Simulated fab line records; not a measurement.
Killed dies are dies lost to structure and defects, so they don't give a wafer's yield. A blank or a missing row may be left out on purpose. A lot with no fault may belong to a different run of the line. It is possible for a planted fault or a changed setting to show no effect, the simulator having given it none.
The tool behind it: which one? / flow gf180mcu / 45 wafers from 15 lots sampled at 6 of the route's 602 steps

WHAT THE GAUGES READ, wafer by wafer
GF_NWELL_TW_MEAS_11.
lot=L150; measured=day 3 08:02; on=film-metro-03; NWELL_TW=1576 1579 1585
lot=L152; measured=day 3 19:29; on=film-metro-04; NWELL_TW=1571 1567 1577
lot=L155; measured=day 4 11:29; on=film-metro-01; NWELL_TW=30 30 30
lot=L156; measured=day 4 18:23; on=film-metro-01; NWELL_TW=29 30 30
lot=L157; measured=day 4 21:49; on=film-metro-04; NWELL_TW=30 30 30
lot=L159; measured=day 5 09:28; on=film-metro-01; NWELL_TW=1556 1561 1557
lot=L163; measured=day 6 07:46; on=film-metro-01; NWELL_TW=1556 1564 1566
lot=L164; measured=day 6 12:51; on=film-metro-01; NWELL_TW=1569 1556 1575
lot=L165; measured=day 6 18:04; on=film-metro-01; NWELL_TW=1563 1569 1557
lot=L166; measured=day 7 00:36; on=film-metro-03; NWELL_TW=1588 1585 1591
lot=L168; measured=day 7 11:52; on=film-metro-03; NWELL_TW=1577 1585 1584
lot=L170; measured=day 7 21:47; on=film-metro-04; NWELL_TW=1565 1560 1566
lot=L171; measured=day 8 03:02; on=film-metro-03; NWELL_TW=1563 1578 1571
lot=L172; measured=day 8 07:28; on=film-metro-03; NWELL_TW=1568 1563 1572
lot=L173; measured=day 8 14:19; on=film-metro-01; NWELL_TW=1556 1562 1559

GF_V3_CD_MEAS_14: target cd 260 nm.
lot=L150; measured=day 22 12:34; on=cd-sem-02; cd-nm (nm)=261.1 261.2 261.6
lot=L152; measured=day 23 06:19; on=cd-sem-01; cd-nm (nm)=260.3 259.0 258.8
lot=L155; measured=day 24 07:26; on=cd-sem-02; cd-nm (nm)=258.8 260.2 258.8
lot=L156; measured=day 24 12:26; on=cd-sem-02; cd-nm (nm)=261.5 261.7 261.7
lot=L157; measured=day 24 22:22; on=cd-sem-02; cd-nm (nm)=260.7 259.7 259.8
lot=L159; measured=day 26 01:51; on=cd-sem-02; cd-nm (nm)=258.4 259.4 258.0
lot=L163; measured=day 26 17:52; on=cd-sem-01; cd-nm (nm)=260.0 259.7 259.7
lot=L164; measured=day 27 04:21; on=cd-sem-01; cd-nm (nm)=259.5 259.9 258.5
lot=L165; measured=day 27 13:41; on=cd-sem-01; cd-nm (nm)=257.2 258.4 257.5
lot=L166; measured=day 27 19:42; on=cd-sem-02; cd-nm (nm)=260.1 259.7 259.4
lot=L168; measured=day 28 07:47; on=cd-sem-01; cd-nm (nm)=257.3 257.6 258.8
lot=L170; measured=day 28 18:43; on=cd-sem-01; cd-nm (nm)=258.5 260.0 258.9
lot=L171; measured=day 29 00:29; on=cd-sem-02; cd-nm (nm)=258.6 259.2 258.1
lot=L172; measured=day 29 06:49; on=cd-sem-02; cd-nm (nm)=259.6 260.8 259.7
lot=L173; measured=day 29 17:47; on=cd-sem-01; cd-nm (nm)=258.3 259.5 259.2

GF_M4_OVL_MEAS_15.
lot=L150; measured=day 23 13:00; on=overlay-02; M4_OVL (nm)=3 6 -1
lot=L152; measured=day 24 06:54; on=overlay-02; M4_OVL (nm)=-3 6 -1
lot=L155; measured=day 25 05:59; on=overlay-01; M4_OVL (nm)=9 12 6
lot=L156; measured=day 25 11:29; on=overlay-02; M4_OVL (nm)=-4 -3 0
lot=L157; measured=day 25 21:01; on=overlay-02; M4_OVL (nm)=0 -1 -1
lot=L159; measured=day 27 00:05; on=overlay-02; M4_OVL (nm)=-6 -10 2
lot=L163; measured=day 27 15:20; on=overlay-01; M4_OVL (nm)=-5 -2 -6
lot=L164; measured=day 28 02:34; on=overlay-01; M4_OVL (nm)=-2 -4 0
lot=L165; measured=day 28 11:51; on=overlay-01; M4_OVL (nm)=5 -5 -3
lot=L166; measured=day 28 17:11; on=overlay-02; M4_OVL (nm)=5 1 4
lot=L168; measured=day 29 05:02; on=overlay-01; M4_OVL (nm)=6 1 1
lot=L170; measured=day 29 15:32; on=overlay-02; M4_OVL (nm)=-1 2 -6
lot=L171; measured=day 29 21:11; on=overlay-01; M4_OVL (nm)=0 -5 -1
lot=L172; measured=day 30 03:33; on=overlay-01; M4_OVL (nm)=0 -1 -4
lot=L173; measured=day 30 14:10; on=overlay-01; M4_OVL (nm)=-9 -9 -11

GF_V4_BOW_MEAS_05.
lot=L150; measured=day 23 14:16; on=film-metro-03; V4_BOW (um)=128 132 130
lot=L152; measured=day 24 08:19; on=film-metro-03; V4_BOW (um)=125 134 138
lot=L155; measured=day 25 07:22; on=film-metro-04; V4_BOW (um)=147 125 134
lot=L156; measured=day 25 12:47; on=film-metro-04; V4_BOW (um)=126 131 121
lot=L157; measured=day 25 22:16; on=film-metro-03; V4_BOW (um)=131 141 131
lot=L159; measured=day 27 01:22; on=film-metro-03; V4_BOW (um)=126 127 128
lot=L163; measured=day 27 16:38; on=film-metro-04; V4_BOW (um)=134 133 127
lot=L164; measured=day 28 04:04; on=film-metro-04; V4_BOW (um)=140 120 129
lot=L165; measured=day 28 13:08; on=film-metro-04; V4_BOW (um)=138 135 134
lot=L166; measured=day 28 18:26; on=film-metro-03; V4_BOW (um)=154 130 140
lot=L168; measured=day 29 06:20; on=film-metro-04; V4_BOW (um)=138 124 114
lot=L170; measured=day 29 16:49; on=film-metro-04; V4_BOW (um)=139 139 133
lot=L171; measured=day 29 22:29; on=film-metro-03; V4_BOW (um)=135 132 128
lot=L172; measured=day 30 04:53; on=film-metro-03; V4_BOW (um)=142 141 133
lot=L173; measured=day 30 15:26; on=film-metro-04; V4_BOW (um)=136 132 141

WHAT TOOL EACH LOT RAN ON (gives the tool, then ch and the chambers of the sampled wafers, and finally the start)
lot=L150; GF_DNWELL_STRIP_08=plasma-asher-04 ch 0,1, day 2 19:10; GF_NWELL_STRIP_10=plasma-asher-01 ch 1, day 3 07:55
lot=L152; GF_DNWELL_STRIP_08=plasma-asher-04 ch 0,1, day 3 06:04; GF_NWELL_STRIP_10=plasma-asher-01 ch 0,1, day 3 19:23
lot=L155; GF_DNWELL_STRIP_08=plasma-asher-03 ch 0,1, day 3 21:46; GF_NWELL_STRIP_10=plasma-asher-02 ch 0,1, day 4 11:23
lot=L156; GF_DNWELL_STRIP_08=plasma-asher-04 ch 0,1, day 4 04:02; GF_NWELL_STRIP_10=plasma-asher-02 ch 0,1, day 4 18:18
lot=L157; GF_DNWELL_STRIP_08=plasma-asher-01 ch 0,1, day 4 08:06; GF_NWELL_STRIP_10=plasma-asher-02 ch 0,1, day 4 21:43
lot=L159; GF_DNWELL_STRIP_08=plasma-asher-04 ch 0,1, day 4 18:51; GF_NWELL_STRIP_10=plasma-asher-02 ch 0,1, day 5 09:22
lot=L163; GF_DNWELL_STRIP_08=plasma-asher-01 ch 0,1, day 5 16:01; GF_NWELL_STRIP_10=plasma-asher-01 ch 0,1, day 6 07:41
lot=L164; GF_DNWELL_STRIP_08=plasma-asher-04 ch 0,1, day 5 21:39; GF_NWELL_STRIP_10=plasma-asher-01 ch 0,1, day 6 12:45
lot=L165; GF_DNWELL_STRIP_08=plasma-asher-01 ch 0,1, day 6 01:51; GF_NWELL_STRIP_10=plasma-asher-02 ch 0,1, day 6 17:57
lot=L166; GF_DNWELL_STRIP_08=plasma-asher-04 ch 1, day 6 08:46; GF_NWELL_STRIP_10=plasma-asher-01 ch 0, day 7 00:30
lot=L168; GF_DNWELL_STRIP_08=plasma-asher-03 ch 0,1, day 6 19:28; GF_NWELL_STRIP_10=plasma-asher-01 ch 0,1, day 7 11:47
lot=L170; GF_DNWELL_STRIP_08=plasma-asher-04 ch 0,1, day 7 05:04; GF_NWELL_STRIP_10=plasma-asher-03 ch 0,1, day 7 21:42
lot=L171; GF_DNWELL_STRIP_08=plasma-asher-01 ch 0,1, day 7 10:26; GF_NWELL_STRIP_10=plasma-asher-01 ch 0,1, day 8 02:57
lot=L172; GF_DNWELL_STRIP_08=plasma-asher-03 ch 0, day 7 15:39; GF_NWELL_STRIP_10=plasma-asher-03 ch 0,1, day 8 07:21
lot=L173; GF_DNWELL_STRIP_08=plasma-asher-04 ch 0, day 7 21:50; GF_NWELL_STRIP_10=plasma-asher-01 ch 0,1, day 8 14:13
- GF_DNWELL_STRIP_08: strips in O2/N2.
- GF_NWELL_STRIP_10: strips in O2/N2.

WHAT THE TOOLS THEMSELVES READ (means of the sampled wafers that have a number; where no wafer has one, the mark that the record gives instead)
GF_DNWELL_STRIP_08.
lot=L150; tool=plasma-asher-04; chamber-pressure-mTorr (mTorr)=1499.6; drypump-motor-current-A (A)=5.5; heater-power-w (W)=317; oes-product-au (a.u.)=0.724; strip-time-to-endpoint-s (s)=36.88
lot=L152; tool=plasma-asher-04; chamber-pressure-mTorr (mTorr)=1500.0; drypump-motor-current-A (A)=5.8; heater-power-w (W)=326; oes-product-au (a.u.)=0.717; strip-time-to-endpoint-s (s)=37.05
lot=L155; tool=plasma-asher-03; chamber-pressure-mTorr (mTorr)=-; drypump-motor-current-A (A)=-; heater-power-w (W)=-; oes-product-au (a.u.)=-; strip-time-to-endpoint-s (s)=-
lot=L156; tool=plasma-asher-04; chamber-pressure-mTorr (mTorr)=-; drypump-motor-current-A (A)=-; heater-power-w (W)=-; oes-product-au (a.u.)=-; strip-time-to-endpoint-s (s)=-
lot=L157; tool=plasma-asher-01; chamber-pressure-mTorr (mTorr)=-; drypump-motor-current-A (A)=-; heater-power-w (W)=-; oes-product-au (a.u.)=-; strip-time-to-endpoint-s (s)=-
lot=L159; tool=plasma-asher-04; chamber-pressure-mTorr (mTorr)=1499.2; drypump-motor-current-A (A)=5.9; heater-power-w (W)=331; oes-product-au (a.u.)=0.718; strip-time-to-endpoint-s (s)=36.92
lot=L163; tool=plasma-asher-01; chamber-pressure-mTorr (mTorr)=1499.1; drypump-motor-current-A (A)=5.8; heater-power-w (W)=311; oes-product-au (a.u.)=0.727; strip-time-to-endpoint-s (s)=37.10
lot=L164; tool=plasma-asher-04; chamber-pressure-mTorr (mTorr)=1502.0; drypump-motor-current-A (A)=5.9; heater-power-w (W)=327; oes-product-au (a.u.)=0.723; strip-time-to-endpoint-s (s)=36.92
lot=L165; tool=plasma-asher-01; chamber-pressure-mTorr (mTorr)=1499.9; drypump-motor-current-A (A)=5.8; heater-power-w (W)=313; oes-product-au (a.u.)=0.718; strip-time-to-endpoint-s (s)=37.06
lot=L166; tool=plasma-asher-04; chamber-pressure-mTorr (mTorr)=1500.3; drypump-motor-current-A (A)=6.2; heater-power-w (W)=340; oes-product-au (a.u.)=0.718; strip-time-to-endpoint-s (s)=37.03
lot=L168; tool=plasma-asher-03; chamber-pressure-mTorr (mTorr)=1500.7; drypump-motor-current-A (A)=5.9; heater-power-w (W)=328; oes-product-au (a.u.)=0.727; strip-time-to-endpoint-s (s)=36.98
lot=L170; tool=plasma-asher-04; chamber-pressure-mTorr (mTorr)=1500.3; drypump-motor-current-A (A)=5.9; heater-power-w (W)=330; oes-product-au (a.u.)=0.724; strip-time-to-endpoint-s (s)=37.10
lot=L171; tool=plasma-asher-01; chamber-pressure-mTorr (mTorr)=1499.1; drypump-motor-current-A (A)=6.0; heater-power-w (W)=291; oes-product-au (a.u.)=0.723; strip-time-to-endpoint-s (s)=37.09
lot=L172; tool=plasma-asher-03; chamber-pressure-mTorr (mTorr)=1501.1; drypump-motor-current-A (A)=4.7; heater-power-w (W)=359; oes-product-au (a.u.)=0.720; strip-time-to-endpoint-s (s)=36.84
lot=L173; tool=plasma-asher-04; chamber-pressure-mTorr (mTorr)=1499.7; drypump-motor-current-A (A)=5.2; heater-power-w (W)=302; oes-product-au (a.u.)=0.723; strip-time-to-endpoint-s (s)=36.97

GF_NWELL_STRIP_10.
lot=L150; tool=plasma-asher-01; chamber-pressure-mTorr (mTorr)=1500.0; drypump-motor-current-A (A)=6.3; heater-power-w (W)=276; oes-product-au (a.u.)=0.720; strip-time-to-endpoint-s (s)=36.93
lot=L152; tool=plasma-asher-01; chamber-pressure-mTorr (mTorr)=1499.3; drypump-motor-current-A (A)=5.8; heater-power-w (W)=308; oes-product-au (a.u.)=0.723; strip-time-to-endpoint-s (s)=36.75
lot=L155; tool=plasma-asher-02; chamber-pressure-mTorr (mTorr)=1499.8; drypump-motor-current-A (A)=6.1; heater-power-w (W)=338; oes-product-au (a.u.)=0.739; strip-time-to-endpoint-s (s)=81.13
lot=L156; tool=plasma-asher-02; chamber-pressure-mTorr (mTorr)=1500.5; drypump-motor-current-A (A)=6.1; heater-power-w (W)=342; oes-product-au (a.u.)=0.746; strip-time-to-endpoint-s (s)=81.44
lot=L157; tool=plasma-asher-02; chamber-pressure-mTorr (mTorr)=1500.2; drypump-motor-current-A (A)=6.1; heater-power-w (W)=339; oes-product-au (a.u.)=0.737; strip-time-to-endpoint-s (s)=81.26
lot=L159; tool=plasma-asher-02; chamber-pressure-mTorr (mTorr)=1500.0; drypump-motor-current-A (A)=6.1; heater-power-w (W)=342; oes-product-au (a.u.)=0.722; strip-time-to-endpoint-s (s)=37.03
lot=L163; tool=plasma-asher-01; chamber-pressure-mTorr (mTorr)=1498.8; drypump-motor-current-A (A)=6.1; heater-power-w (W)=296; oes-product-au (a.u.)=0.721; strip-time-to-endpoint-s (s)=36.95
lot=L164; tool=plasma-asher-01; chamber-pressure-mTorr (mTorr)=1502.4; drypump-motor-current-A (A)=6.1; heater-power-w (W)=293; oes-product-au (a.u.)=0.725; strip-time-to-endpoint-s (s)=36.83
lot=L165; tool=plasma-asher-02; chamber-pressure-mTorr (mTorr)=1500.7; drypump-motor-current-A (A)=6.1; heater-power-w (W)=342; oes-product-au (a.u.)=0.725; strip-time-to-endpoint-s (s)=36.92
lot=L166; tool=plasma-asher-01; chamber-pressure-mTorr (mTorr)=1499.7; drypump-motor-current-A (A)=5.6; heater-power-w (W)=325; oes-product-au (a.u.)=0.720; strip-time-to-endpoint-s (s)=37.06
lot=L168; tool=plasma-asher-01; chamber-pressure-mTorr (mTorr)=1500.4; drypump-motor-current-A (A)=6.0; heater-power-w (W)=293; oes-product-au (a.u.)=0.723; strip-time-to-endpoint-s (s)=37.16
lot=L170; tool=plasma-asher-03; chamber-pressure-mTorr (mTorr)=1499.4; drypump-motor-current-A (A)=5.9; heater-power-w (W)=322; oes-product-au (a.u.)=0.721; strip-time-to-endpoint-s (s)=36.91
lot=L171; tool=plasma-asher-01; chamber-pressure-mTorr (mTorr)=1500.1; drypump-motor-current-A (A)=5.8; heater-power-w (W)=305; oes-product-au (a.u.)=0.722; strip-time-to-endpoint-s (s)=37.07
lot=L172; tool=plasma-asher-03; chamber-pressure-mTorr (mTorr)=1500.9; drypump-motor-current-A (A)=5.4; heater-power-w (W)=353; oes-product-au (a.u.)=0.721; strip-time-to-endpoint-s (s)=37.02
lot=L173; tool=plasma-asher-01; chamber-pressure-mTorr (mTorr)=1499.4; drypump-motor-current-A (A)=6.1; heater-power-w (W)=293; oes-product-au (a.u.)=0.720; strip-time-to-endpoint-s (s)=37.08

THE ANSWER, worked out from the rows above alone
Rule: what is usual is taken from the lots themselves. The widest of any qualifying gaps counts: lots, ordered by their means at a reading, are off when they make up no more than a third of the lots, leave a main group of 4 or more, and stand apart from it by 3 or more times the standard deviation of that group's means. If all means in a main group match to the digits the tables above print for the reading, that group is not used. Also off: a lot with no number at a reading for which 4 or more lots have one. Any other lot the step has rows for is counted as sound. First the gauges in route order, then the tools' own readings, where a lot's mean is used as printed above. At the first step where some lot is off, the reading lying furthest off is the one used; lots without a number count as furthest.
Off: L155, L156, L157, seen at GF_NWELL_TW_MEAS_11 (NWELL_TW). The main group has a mean of 1569 with a standard deviation of 9.1.
If a tool, at a process step before that reading, ran all the lots that are off and no sound lot after the first of them, it fits. The gauges at GF_NWELL_TW_MEAS_11 aren't tried: what is off there is off at GF_DNWELL_STRIP_08 too, on other tools, and a gauge's error can't cause that. Of those tried, none fits.

WHAT WAS PUT IN BY THE SIMULATOR
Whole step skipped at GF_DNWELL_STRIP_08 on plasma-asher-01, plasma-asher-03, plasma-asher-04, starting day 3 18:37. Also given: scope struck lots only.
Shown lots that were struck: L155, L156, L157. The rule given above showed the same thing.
